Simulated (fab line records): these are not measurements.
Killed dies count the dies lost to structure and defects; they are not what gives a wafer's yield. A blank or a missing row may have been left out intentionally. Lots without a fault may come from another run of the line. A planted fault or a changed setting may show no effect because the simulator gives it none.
Which of the tools did it?    flow sky130    6 lots with 18 wafers sampled at 3 steps, on a route of 708 steps

== WHAT THE GAUGES SHOWED, per wafer ==
SKY_CONTACT_BOW_MEAS_05.
lot   measured      on             CONTACT_BOW (um)
L569  day 32 13:46  film-metro-04  80 77 72
L571  day 32 22:37  film-metro-02  83 87 86
L575  day 34 01:50  film-metro-04  85 79 88
L577  day 34 09:52  film-metro-01  82 79 75
L579  day 35 06:01  film-metro-04  74 87 84
L584  day 37 14:01  film-metro-02  91 81 97

== WHAT TOOL EACH LOT RAN ON (gives the tool, then ch and the chambers of the sampled wafers, and finally the start) ==
lot   SKY_LOCAL_INTERCONNECT_SPUTTER_00  SKY_LOCAL_INTERCONNECT_ETCH_13
L569  pvd-sputter-03, day 31 09:06       rie-metal-01 ch 0,1, day 32 12:31
L571  pvd-sputter-03, day 31 18:18       rie-metal-03 ch 0,1, day 32 21:23
L575  pvd-sputter-01, day 32 20:58       rie-metal-01 ch 0,1, day 34 00:32
L577  pvd-sputter-02, day 33 06:07       rie-metal-04 ch 0,1, day 34 08:35
L579  pvd-sputter-01, day 34 02:12       rie-metal-03 ch 0,1, day 35 04:44
L584  pvd-sputter-03, day 36 10:58       rie-metal-01 ch 0,1, day 37 12:47
- SKY_LOCAL_INTERCONNECT_SPUTTER_00: material TiN, target thk 100 nm, time 83.3 s.
- SKY_LOCAL_INTERCONNECT_ETCH_13: etches BARC in N2/H2, stops on SiO2, time 45.9 s, target depth 60 nm.

== THE ANSWER, worked out from the rows above alone ==
Rule: what is usual is taken from the lots themselves. The widest of any qualifying gaps counts: lots, ordered by their means at a reading, are off when they make up no more than a third of the lots, leave a main group of 4 or more, and stand apart from it by 3 or more times the standard deviation of that group's means. If all means in a main group match to the digits the tables above print for the reading, that group is not used. A lot without any number at a reading at which 4 lots or more have one is off too. All remaining lots with rows at the step are treated as sound.
No lot is off on any of the readings shown, so nothing can be concluded from this.

== WHAT THE SIMULATOR HAD PUT IN ==
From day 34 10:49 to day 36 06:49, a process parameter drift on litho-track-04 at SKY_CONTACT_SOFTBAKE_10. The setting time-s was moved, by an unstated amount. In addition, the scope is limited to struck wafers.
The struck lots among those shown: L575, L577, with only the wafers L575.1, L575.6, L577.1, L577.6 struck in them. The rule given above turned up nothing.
